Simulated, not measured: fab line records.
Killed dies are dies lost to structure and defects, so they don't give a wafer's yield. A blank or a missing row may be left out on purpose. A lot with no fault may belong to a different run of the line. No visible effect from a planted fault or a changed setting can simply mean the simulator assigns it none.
The tool behind it: which one? + flow sky130 + 11 lots, 33 wafers sampled, at 6 steps of a route of 708

== WHAT EACH GAUGE READ, for each wafer ==
SKY_SONOS_TUNNEL_TW_MEAS_12. Usual: SONOS_TUNNEL_TW typically reads 197.7, with standard deviation 1.5.
| lot  | measured     | on           | SONOS_TUNNEL_TW   | flag |
|------|--------------|--------------|-------------------|------|
| L182 | day 12 00:55 | filmMetro-03 | 198.1 198.7 198.8 |      |
| L184 | day 12 09:25 | filmMetro-02 | 198.0 196.6 197.3 |      |
| L187 | day 13 10:40 | filmMetro-01 | 194.9 195.2 196.5 |      |
| L193 | day 15 09:08 | filmMetro-02 | 197.8 197.2 197.5 |      |
| L194 | day 15 12:44 | filmMetro-02 | 197.8 197.6 196.6 |      |
| L195 | day 15 23:24 | filmMetro-02 | 197.2 198.4 197.2 |      |
| L196 | day 16 13:44 | filmMetro-02 | 197.9 197.8 198.3 |      |
| L197 | day 16 15:31 | filmMetro-03 | 200.8 199.9 198.0 |      |
| L198 | day 16 19:55 | filmMetro-02 | 199.0 198.5 197.8 |      |
| L200 | day 17 18:43 | filmMetro-01 | 194.5 194.1 194.9 |      |
| L203 | day 18 15:40 | filmMetro-02 | 198.6 198.9 198.8 |      |

SKY_LDD_HVN_TW_MEAS_10. Usual: LDD_HVN_TW typically reads 1435, with standard deviation 12.
| lot  | measured     | on           | LDD_HVN_TW        | flag |
|------|--------------|--------------|-------------------|------|
| L182 | day 21 00:43 | filmMetro-01 | 1426 1426 1417    |      |
| L184 | day 21 12:10 | filmMetro-03 | 1449 1458 1462    |      |
| L187 | day 22 16:35 | filmMetro-03 | 30 30 30 30 30 30 | OFF  |
| L193 | day 24 23:08 | filmMetro-01 | 1432 1430 1425    |      |
| L194 | day 24 23:26 | filmMetro-03 | 1452 1457 1461    |      |
| L195 | day 25 11:10 | filmMetro-01 | 1425 1421 1421    |      |
| L196 | day 26 03:53 | filmMetro-01 | 1425 1425 1425    |      |
| L197 | day 26 07:08 | filmMetro-04 | 1430 1434 1436    |      |
| L198 | day 26 09:46 | filmMetro-04 | 1434 1434 1429    |      |
| L200 | day 27 09:19 | filmMetro-01 | 1428 1428 1433    |      |
| L203 | day 28 03:44 | filmMetro-03 | 1450 1441 1443    |      |

SKY_POLY_CUT_CD_MEAS_08: target cd 270 nm. Usual: cdNm at 270.4 nm, with a standard deviation of 1.5.
| lot  | measured     | on       | cdNm (nm)         | flag |
|------|--------------|----------|-------------------|------|
| L182 | day 24 23:29 | cdSem-02 | 270.5 269.9 270.7 |      |
| L184 | day 25 09:01 | cdSem-01 | 272.9 272.5 272.8 |      |
| L193 | day 28 16:10 | cdSem-01 | 269.8 269.7 269.2 |      |
| L194 | day 28 17:31 | cdSem-02 | 271.4 270.2 270.9 |      |
| L195 | day 29 02:53 | cdSem-01 | 270.2 266.9 268.6 |      |
| L196 | day 29 19:39 | cdSem-01 | 271.8 271.6 271.8 |      |
| L197 | day 29 22:59 | cdSem-01 | 270.7 269.9 272.3 |      |
| L198 | day 30 02:05 | cdSem-01 | 268.5 267.8 267.3 |      |
| L200 | day 31 00:07 | cdSem-02 | 268.4 270.4 269.9 |      |
| L203 | day 31 17:17 | cdSem-02 | 270.1 270.1 268.8 |      |

SKY_SD_N_CD_MEAS_07: target cd 380 nm. Usual: cdNm at 379.9 nm, with a standard deviation of 3.
| lot  | measured     | on       | cdNm (nm)         | flag |
|------|--------------|----------|-------------------|------|
| L182 | day 28 14:07 | cdSem-01 | 372.9 372.2 374.8 |      |
| L184 | day 28 23:46 | cdSem-01 | 383.9 383.4 385.5 |      |
| L193 | day 32 03:28 | cdSem-01 | 381.7 379.4 381.6 |      |
| L194 | day 32 04:22 | cdSem-01 | 379.7 379.5 379.1 |      |
| L195 | day 32 14:01 | cdSem-02 | 380.3 378.7 377.5 |      |
| L196 | day 33 04:56 | cdSem-01 | 379.2 378.1 378.0 |      |
| L197 | day 33 09:49 | cdSem-01 | 381.5 380.7 380.8 |      |
| L198 | day 33 11:55 | cdSem-01 | 376.9 376.8 377.2 |      |
| L200 | day 34 08:31 | cdSem-01 | 380.8 382.4 383.2 |      |
| L203 | day 35 01:20 | cdSem-01 | 382.7 379.2 379.7 |      |

== WHAT TOOL EACH LOT RAN ON (gives the tool, then ch and the chambers of the sampled wafers, and finally the start) ==
| lot  | SKY_LDD_P_STRIP_10                  | SKY_LDD_HVN_STRIP_09                |
|------|-------------------------------------|-------------------------------------|
| L182 | plasmaAsher-03 ch 0,1, day 19 17:56 | plasmaAsher-02 ch 0, day 21 00:37   |
| L184 | plasmaAsher-01 ch 0,1, day 20 04:59 | plasmaAsher-03 ch 0,1, day 21 12:04 |
| L187 | plasmaAsher-03 ch 0,1, day 21 08:56 | plasmaAsher-02 ch 0,1, day 22 16:31 |
| L193 | plasmaAsher-01 ch 0,1, day 23 17:29 | plasmaAsher-03 ch 0,1, day 24 23:01 |
| L194 | plasmaAsher-01 ch 0,1, day 23 17:50 | plasmaAsher-02 ch 0,1, day 24 23:19 |
| L195 | plasmaAsher-03 ch 0,1, day 24 05:05 | plasmaAsher-03 ch 0,1, day 25 11:04 |
| L196 | plasmaAsher-03 ch 0,1, day 24 21:59 | plasmaAsher-02 ch 0,1, day 26 03:47 |
| L197 | plasmaAsher-03 ch 0,1, day 25 01:26 | plasmaAsher-02 ch 0,1, day 26 07:02 |
| L198 | plasmaAsher-01 ch 0,1, day 25 04:20 | plasmaAsher-02 ch 0,1, day 26 09:40 |
| L200 | plasmaAsher-03 ch 0,1, day 26 04:47 | plasmaAsher-03 ch 0,1, day 27 09:13 |
| L203 | plasmaAsher-03 ch 0,1, day 26 22:04 | plasmaAsher-01 ch 0,1, day 28 03:38 |
- SKY_LDD_P_STRIP_10: strips in O2/N2.
- SKY_LDD_HVN_STRIP_09: strips in O2/N2.

== AS READ BY THE TOOLS THEMSELVES (means over the sampled wafers that have a number; for cases with no such wafer, the mark the record gives instead) ==
SKY_LDD_P_STRIP_10. Usual: drypumpMotorCurrentA 5.91 A, standard deviation 0.27; oesProductAu 0.716 a.u., standard deviation 0.0043; stripTimeToEndpointS 14.18 s, standard deviation 0.042.
| lot  | tool           | drypumpMotorCurrentA (A) | oesProductAu (a.u.) | stripTimeToEndpointS (s) | flag |
|------|----------------|--------------------------|---------------------|--------------------------|------|
| L182 | plasmaAsher-03 | 6.05                     | 0.721               | 14.23                    |      |
| L184 | plasmaAsher-01 | 5.81                     | 0.713               | 14.20                    |      |
| L187 | plasmaAsher-03 | 6.14                     | 0.947               | -                        | OFF  |
| L193 | plasmaAsher-01 | 5.82                     | 0.718               | 14.11                    |      |
| L194 | plasmaAsher-01 | 5.63                     | 0.716               | 14.19                    |      |
| L195 | plasmaAsher-03 | 6.12                     | 0.717               | 14.16                    |      |
| L196 | plasmaAsher-03 | 6.03                     | 0.717               | 14.18                    |      |
| L197 | plasmaAsher-03 | 6.14                     | 0.719               | 14.16                    |      |
| L198 | plasmaAsher-01 | 5.80                     | 0.718               | 14.19                    |      |
| L200 | plasmaAsher-03 | 6.13                     | 0.718               | 14.13                    |      |
| L203 | plasmaAsher-03 | 6.13                     | 0.718               | 14.20                    |      |

SKY_LDD_HVN_STRIP_09. Usual: drypumpMotorCurrentA 5.7 A, standard deviation 0.32; oesProductAu 0.408 a.u., standard deviation 0.0046; stripTimeToEndpointS 4.141 s, standard deviation 0.013.
| lot  | tool           | drypumpMotorCurrentA (A) | oesProductAu (a.u.) | stripTimeToEndpointS (s) | flag |
|------|----------------|--------------------------|---------------------|--------------------------|------|
| L182 | plasmaAsher-02 | 5.8                      | 0.411               | 4.178                    |      |
| L184 | plasmaAsher-03 | 6.1                      | 0.404               | 4.144                    |      |
| L187 | plasmaAsher-02 | 5.4                      | 0.629               | 9.390                    | OFF  |
| L193 | plasmaAsher-03 | 6.1                      | 0.405               | 4.148                    |      |
| L194 | plasmaAsher-02 | 5.6                      | 0.410               | 4.140                    |      |
| L195 | plasmaAsher-03 | 6.1                      | 0.407               | 4.126                    |      |
| L196 | plasmaAsher-02 | 5.6                      | 0.405               | 4.134                    |      |
| L197 | plasmaAsher-02 | 5.6                      | 0.408               | 4.138                    |      |
| L198 | plasmaAsher-02 | 5.5                      | 0.409               | 4.122                    |      |
| L200 | plasmaAsher-03 | 6.1                      | 0.411               | 4.140                    |      |
| L203 | plasmaAsher-01 | 5.6                      | 0.407               | 4.135                    |      |

== THE ANSWER, worked out from the rows above alone ==
Rule: a lot is off if the mean of its wafers that have a number lies more than 3 standard deviations from the usual mean. A lot without any number at a reading at which 4 lots or more have one is off too. All remaining lots with rows at the step are treated as sound. After the gauges, taken in route order, come the tools' own readings; for these a lot's mean is taken, as printed above. At the first step where some lot is off, the reading lying furthest off is the one used; lots without a number count as furthest.
Off: L187, seen at SKY_LDD_HVN_TW_MEAS_10 (LDD_HVN_TW).
A tool fits if, at a process step before that reading, it ran every lot that is off, and no sound lot after the first of them. The gauges at SKY_LDD_HVN_TW_MEAS_10 aren't tried: what is off there is off at SKY_LDD_P_STRIP_10 too, on other tools, and a gauge's error can't cause that. Not one of the candidates tried fits.

== WHAT HAD BEEN PUT IN BY THE SIMULATOR ==
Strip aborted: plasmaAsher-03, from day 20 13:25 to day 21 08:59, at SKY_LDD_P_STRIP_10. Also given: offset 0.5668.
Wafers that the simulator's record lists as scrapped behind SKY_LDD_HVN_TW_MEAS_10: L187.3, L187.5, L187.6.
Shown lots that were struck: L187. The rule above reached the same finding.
